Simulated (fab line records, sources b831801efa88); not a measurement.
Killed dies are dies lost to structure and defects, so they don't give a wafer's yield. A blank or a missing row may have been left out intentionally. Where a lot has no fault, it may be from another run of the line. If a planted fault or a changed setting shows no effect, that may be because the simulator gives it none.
fab line records | flow sky130
[record] lots = 7 wafers = 21 last_day = 51
route steps=708 shown PASSIVATION@686 PAD_OPEN@694
lots that met no fault: taken from a fault-free run of the same line
start_h: the number of hours between the record's first day and the start of the first shown wafer of the lot | wait_h: hours from the lot's prior step to this one | " identical to the entry in the row above | L1.1+2: a single row standing in for several wafers | - no value, or no start was given | * or withheld: withheld | < > ~ a bound
route shown NAME@n: a module of which the file shows steps, and the number in the route of the first | usual: mean/standard deviation of fault-free wafers | same: alike in all rows | chamber/n: place in a boat | sites: readings site by site | _std_site: standard deviation of those values | _edge_site: mean of outer sites minus mean of inner sites | radius_mm: how far each site lies from the wafer's centre | mask NAME#n: copy n | behind: the most recent tool/chamber to have shaped the wafer | hold: reason for holding the lot/hours on hold/outcome of the hold | device: the transistor (n, p or np) that didn't switch | end of line: the same wafers' tests at the end of the route | for a step that has no rows: nothing shown but its recipe | killed: not the wafer's yield, but the dies lost to structure and defects at the first sort | map: dies across one wafer; x = killed, . = not, _ = none there
set.NAME: the run value of the setting; set.NAME@STEP: its run value at that earlier step | model.NAME: the simulator's own value behind a step, which no gauge read
lots at some steps of the route; a table a step, a row a wafer
services: when a tool's chamber went out of use (start_h, in hours from the record's first day, below 0 if earlier), for how many hours, and the reason
[[steps]]
[step SKY_PASSIVATION_HMDS_05]
[recipe] prime_time_s = 60 prime_temp_c = 120
[step SKY_PASSIVATION_COAT_06]
[recipe] spin_rpm = 2000 resist_thk_nm = 3000
[step SKY_PASSIVATION_SOFTBAKE_07]
[recipe] temp_c = 110 time_s = withheld
[step SKY_PASSIVATION_EXPOSE_08]
[recipe] mask_id = NSM target_cd_nm = 3000 na = 0.57 dose_mj = 260
[step SKY_PASSIVATION_PEB_09]
[recipe] temp_c = 115 time_s = withheld
[step SKY_PASSIVATION_DEVELOP_10]
[recipe] develop_time_s = 60 dev_temp_c = 23
[step SKY_PASSIVATION_ETCH_11]
[recipe] chemistry = CF4/O2 target_depth_nm = 725 stop_on = AlCu source_w = 800 bias_w = 150 pressure_mtorr = 150 cf4_flow_sccm = 80 O2_flow_sccm = 10 time_s = 161.1
[usual] drypump_motor_current_A = 5.8/0.4 oes_product_au = 0.978/0.0079 rf_fwd_power_W = 796.9/2.6 throttle_valve_pct = 5.965/0.0095
// columns lot.wafer tool chamber start_h wait_h drypump_motor_current_A oes_product_au rf_fwd_power_W rf_hours_counter_h throttle_valve_pct
L495.1 rie_diel-01 0 1113.87 - 5.8 0.975 795.3 9 5.969
L495.3 " 1 " " 6.2 0.984 798.2 24 5.970
L495.4 " 2 " " 5.9 0.981 795.3 24 5.977
L494.4 rie_diel-03 0 1116.02 - 5.9 0.977 790.9 1 5.963
L494.5 " 2 " " 5.9 0.970 796.6 - 5.954
L494.6 " 3 " " 5.8 0.993 792.3 - 5.969
L499.1 rie_diel-01 2 1143.43 - 5.9 0.975 798.6 25 5.974
L499.3 " 0 " " 5.8 0.976 794.8 10 5.953
L499.6 " 1 " " 6.3 0.984 796.7 - 5.965
L500.3 rie_diel-01 2 1145.93 - 5.9 0.979 797.8 25 5.967
L500.5 " 3 " " 5.9 0.987 798.0 - 5.948
L500.6 " 2 " " 5.9 0.988 797.5 - 5.950
L501.4 rie_diel-03 3 1154.84 - 5.8 0.984 796.8 12 5.983
L501.5 " 1 " " 6.2 0.981 794.2 - 5.960
L501.6 " 2 " " 5.9 0.983 795.7 - 5.977
L506.1 rie_diel-04 0 1179.12 - 6.2 0.978 800.0 21 5.969
L506.2 " 3 " " 5.9 0.981 798.9 2 5.962
L506.6 " 3 " " 5.9 0.995 794.7 - 5.974
L511.1 rie_diel-03 0 1196.24 - 5.9 0.966 794.8 4 5.962
L511.2 " 1 " " 6.2 0.973 794.4 15 5.965
L511.5 " 0 " " 5.9 0.977 798.1 - 5.960
[step SKY_PASSIVATION_STRIP_12]
[recipe] chemistry = O2/N2 power_w = 1400 pressure_mtorr = 1500 platen_temp_c = withheld overash_fraction = 0.7 o2_flow_sccm = 3000 n2_flow_sccm = 300
[usual] drypump_motor_current_A = 5.8/0.46 oes_product_au = 0.660/0.0046 strip_time_to_endpoint_s = 31.50/0.13
// columns lot.wafer tool chamber start_h wait_h drypump_motor_current_A oes_product_au rf_hours_counter_h strip_time_to_endpoint_s
L495.1 plasma_asher-04 1 1113.97 0.1 6.1 0.664 35 31.50
L495.3 " 0 " " 6.4 0.654 - 31.41
L495.4 " 1 " " 6.1 0.659 - 31.56
L494.4 plasma_asher-04 1 1116.16 0.1 6.0 0.654 - 31.36
L494.5 " 1 " " 6.1 0.662 - 31.48
L494.6 " 0 " " 6.4 0.664 - 31.62
L499.1 plasma_asher-02 1 1143.53 0.1 5.2 0.653 7 31.34
L499.3 " 1 " " 5.2 0.667 - 31.41
L499.6 " 0 " " 5.5 0.666 - 31.42
L500.3 plasma_asher-02 0 1146.07 0.1 5.5 0.669 - 31.63
L500.5 " 1 " " 5.2 0.660 - 31.52
L500.6 " 0 " " 5.5 0.655 - 31.50
L501.4 plasma_asher-02 1 1154.98 0.1 5.2 0.660 - 31.51
L501.5 " 1 " " 5.2 0.666 - 31.58
L501.6 " 0 " " 5.5 0.658 - 31.43
L506.1 plasma_asher-04 0 1179.22 0.1 6.4 0.660 42 31.38
L506.2 " 1 " " 6.1 0.666 42 31.35
L506.6 " 1 " " 6.1 0.658 - 31.30
L511.1 plasma_asher-02 1 1196.35 0.1 5.2 0.655 13 31.42
L511.2 " 0 " " 5.5 0.663 13 31.48
L511.5 " 1 " " 5.2 0.658 - 31.51
[step SKY_PAD_OPEN_DEHYDRATE_00]
[recipe] temp_c = 200 time_s = 60
[step SKY_PAD_OPEN_HMDS_01]
[recipe] prime_time_s = 60 prime_temp_c = 120
[step SKY_PAD_OPEN_COAT_02]
[recipe] spin_rpm = 2000 resist_thk_nm = 3000
[step SKY_PAD_OPEN_SOFTBAKE_03]
[recipe] temp_c = 110 time_s = withheld
[step SKY_PAD_OPEN_EXPOSE_04]
[recipe] mask_id = PDM target_cd_nm = 60000 na = 0.57 dose_mj = 260
[usual] focus_offset_nm = 0.0/0.58
// columns lot.wafer tool chamber start_h wait_h mask focus_offset_nm model.PAD_OPEN.overlay_x_nm
L495.1 iline_stepper-02 0 1124.04 - PDM#0 0.1 0.0955
L495.3 " 0 " " PDM#0 0.1 0.0955
L495.4 " 0 " " PDM#0 0.5 0.0955
L494.4 iline_stepper-01 0 1126.45 - PDM#0 -0.1 -3.017
L494.5 " 0 " " PDM#0 -1.3 -3.017
L494.6 " 0 " " PDM#0 -0.3 -3.017
L499.1 iline_stepper-02 0 1152.39 - PDM#0 -0.1 1.575e+04
L499.3 " 0 " " PDM#0 0.1 1.575e+04
L499.6 " 0 " " PDM#0 -0.1 1.575e+04
L500.3 iline_stepper-02 0 1155.53 - PDM#0 -0.3 1.575e+04
L500.5 " 0 " " PDM#0 -0.2 1.575e+04
L500.6 " 0 " " PDM#0 -0.1 1.575e+04
L501.4 iline_stepper-02 0 1164.40 - PDM#0 0.4 1.575e+04
L501.5 " 0 " " PDM#0 1.6 1.575e+04
L501.6 " 0 " " PDM#0 0.5 1.575e+04
L506.1 iline_stepper-01 0 1187.85 - PDM#0 0.0 -0.6256
L506.2 " 0 " " PDM#0 -0.1 -0.6256
L506.6 " 0 " " PDM#0 0.3 -0.6256
L511.1 iline_stepper-01 0 1203.99 - PDM#0 0.2 -0.0655
L511.2 " 0 " " PDM#0 0.8 -0.0655
L511.5 " 0 " " PDM#0 -0.2 -0.0655
[step SKY_PAD_OPEN_PEB_05]
[recipe] temp_c = 115 time_s = withheld
[step SKY_PAD_OPEN_PROBE_99]
[usual] defect_limited_yield = 82.7/1.9 killed_at_M0_to_M3 = 44/7.2 killed_at_M4_up = 2.9/1.8 killed_at_contacts = 24/5.2 killed_at_front_end = 15/4 killed_at_other = 0.2/0.49 killed_dies = 85/9.1 killed_open = 47/6.8 killed_short = 38/5.7 sort_bin_3_pad_short = 0.9/0.44 sort_bin_5_function = 10.3/1.4 sort_bin_6_memory = 6.2/1.1 sort_n_pass = 407/9.1 sort_yield_pct = 82.7/1.9
[same] gross_dies = 492 killed_at_back_side = 0 sort_bin_4_leakage[%] = 0 sort_bin_8_speed[%] = 0
// columns lot.wafer tool chamber start_h wait_h defect_limited_yield[%] killed_at_M0_to_M3 killed_at_M4_up killed_at_contacts killed_at_front_end killed_at_other killed_dies killed_open killed_short sort_bin_3_pad_short[%] sort_bin_5_function[%] sort_bin_6_memory[%] sort_n_pass sort_yield_pct[%]
L495.1 prober-02 - 1136.42 0.1 83.3 40 1 26 15 0 82 47 35 1.0 10.8 4.9 410 83.3
L495.3 prober-02 - 1136.52 0.2 84.3 41 1 25 9 1 77 46 31 0.4 7.3 7.9 415 84.3
L495.4 prober-02 - 1136.57 0.2 79.9 58 2 25 13 1 99 54 45 1.2 11.6 7.3 393 79.9
L500.3 prober-02 - 1167.12 0.2 77.8 63 3 23 20 0 109 58 51 1.2 13.0 7.9 383 77.8
L500.5 prober-02 - 1167.22 0.2 79.9 50 1 31 17 0 99 60 39 1.6 11.0 7.5 393 79.9
L500.6 prober-02 - 1167.27 0.2 80.9 50 4 26 13 1 94 59 35 1.0 11.2 6.9 398 80.9
// killed by level:class
L495.1 CONTACT:geometric_particle:open=13 VIA1:geometric_particle:open=10 VIA2:geometric_particle:open=7 FIELD_ISO:geometric_particle:short=6 LI_CONTACT:geometric_particle:open=5 METAL1:geometric_particle:short=5 VIA1:geometric_particle:short=5 LOCAL_INTERCONNECT:geometric_particle:short=4
L495.3 VIA1:geometric_particle:open=14 LI_CONTACT:geometric_particle:open=9 VIA3:geometric_particle:open=8 CONTACT:geometric_particle:short=6 METAL3:geometric_particle:short=5 CONTACT:geometric_particle:open=4 METAL2:geometric_particle:short=4 VIA2:geometric_particle:open=4
L495.4 VIA2:geometric_particle:open=10 VIA1:geometric_particle:open=10 CONTACT:geometric_particle:open=10 VIA3:geometric_particle:open=10 CONTACT:geometric_particle:short=6 METAL1:geometric_particle:short=6 METAL2:geometric_particle:short=6 VIA2:geometric_particle:short=6
L500.3 VIA1:geometric_particle:open=18 VIA2:geometric_particle:open=12 CONTACT:geometric_particle:short=9 VIA1:geometric_particle:short=8 METAL2:geometric_particle:short=8 LI_CONTACT:geometric_particle:open=6 FIELD_ISO:geometric_particle:open=6 METAL1:geometric_particle:short=6
L500.5 VIA1:geometric_particle:open=14 LI_CONTACT:geometric_particle:open=13 VIA1:geometric_particle:short=9 VIA3:geometric_particle:open=8 CONTACT:geometric_particle:open=7 POLY_GATE:geometric_particle:open=7 VIA2:geometric_particle:open=5 LI_CONTACT:geometric_particle:short=4
L500.6 VIA1:geometric_particle:open=17 CONTACT:geometric_particle:open=12 VIA3:geometric_particle:short=7 VIA3:geometric_particle:open=7 POLY_GATE:geometric_particle:open=6 LI_CONTACT:geometric_particle:open=6 VIA1:geometric_particle:short=6 CONTACT:geometric_particle:short=4
[[services]]
// columns tool chamber start_h hours kind
iline_stepper-01 - 1098.97 3.6 repair
iline_stepper-02 - 1102.55 1.7 pm
rie_diel-04 3 1105.55 - clean
rie_diel-04 3 1105.55 23.0 scheduled_down
rie_diel-04 3 1105.55 23.0 vent_cycle
iline_stepper-01 - 1115.53 1.7 pm
plasma_asher-04 - 1130.26 2.5 repair
rie_diel-04 1 1130.31 5.7 repair
iline_stepper-02 - 1140.36 4.6 repair
rie_diel-01 0 1147.56 1.7 repair
rie_diel-01 1 1162.17 5.9 repair
[[key]]
first_sign none at tools or gauges
[model_effect] step = SKY_PAD_OPEN_EXPOSE_04 value = PAD_OPEN.overlay_x_nm without = 0.2912 struck = 1.575e+04
met_at SKY_PAD_OPEN_EXPOSE_04
struck_wafers L499.1,L499.3,L499.6,L500.3,L500.5,L500.6,L501.4,L501.5,L501.6
onset_between 1124.04 1152.39
[fault] kind = scanner_matching_overlay tool = iline_stepper-02 chamber = - onset_h = 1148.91 steps = SKY_PAD_OPEN_EXPOSE_04 offset = 15751
